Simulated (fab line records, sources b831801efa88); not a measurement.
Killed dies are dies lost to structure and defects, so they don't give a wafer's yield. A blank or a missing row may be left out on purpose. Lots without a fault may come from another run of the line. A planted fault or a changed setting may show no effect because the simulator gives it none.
Chamber matching | flow sky130 | SKY_VIA2_CMP_24 on cmp-01: 4 sister chambers
The step polishes, stops on SiO2, t overpolish 20 s, target thk 0 nm. 8 wafers are shown with their chamber, then 11 later ones without.

WAFERS WITH THEIR CHAMBER
wafer  | chamber | motor_current_A (A) | time_to_endpoint_s (s)
L078.5 | 1       | 11.6                | 92
L080.1 | 2       | 10.7                | 109
L080.3 | 3       | 9.8                 | 105
L080.5 | 3       | 10.4                | 105
L082.1 | 2       | 11.8                | 109
L082.2 | 0       | 10.1                | 97
L082.3 | 1       | 12.1                | 97
L086.3 | 0       | 10.1                | 100

WAFERS WITHOUT THEIR CHAMBER
wafer  | motor_current_A (A) | time_to_endpoint_s (s)
L086.4 | 10.3                | 98
L086.6 | 11.7                | 104
L089.2 | 11.6                | 102
L089.5 | 12.2                | 92
L089.6 | 9.9                 | 94
L093.2 | 12.5                | 96
L093.3 | 10.6                | 96
L093.5 | 10.7                | 104
L094.3 | 11.3                | 113
L094.5 | 11.6                | 97
L094.6 | 11.0                | 110

WHICH CHAMBER EACH WENT THROUGH
wafer  | from the rows above               | in truth
L086.4 | 0                                 | 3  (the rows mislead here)
L086.6 | can't be placed: 2 or 3 or 0      | 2
L089.2 | can't be placed: 3 or 2 or 0 or 1 | 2
L089.5 | 1                                 | 1
L089.6 | can't be placed: 0 or 1           | 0
L093.2 | 1                                 | 1
L093.3 | can't be placed: 0 or 1           | 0
L093.5 | can't be placed: 3 or 2 or 0      | 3
L094.3 | 2                                 | 2
L094.5 | can't be placed: 1 or 0           | 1
L094.6 | 2                                 | 2
Placed correctly: 4 of 11. Can't be placed from these rows: 6 (the true chamber is among the candidates in 6). Placed wrongly: 1.
How it was worked out, from the rows above alone: a wafer's distance from a chamber is the root of the sum, over the readings, of the square of ((its reading less the chamber's mean) divided by the reading's scatter). The wafer belongs to the nearest chamber; if the next one is less than 2 further off, it can't be placed. A chamber's mean is the mean of its shown wafers. The scatter: the root of (the sum of the squares of (reading less its chamber's mean) over the shown wafers, divided by (wafers less chambers)).
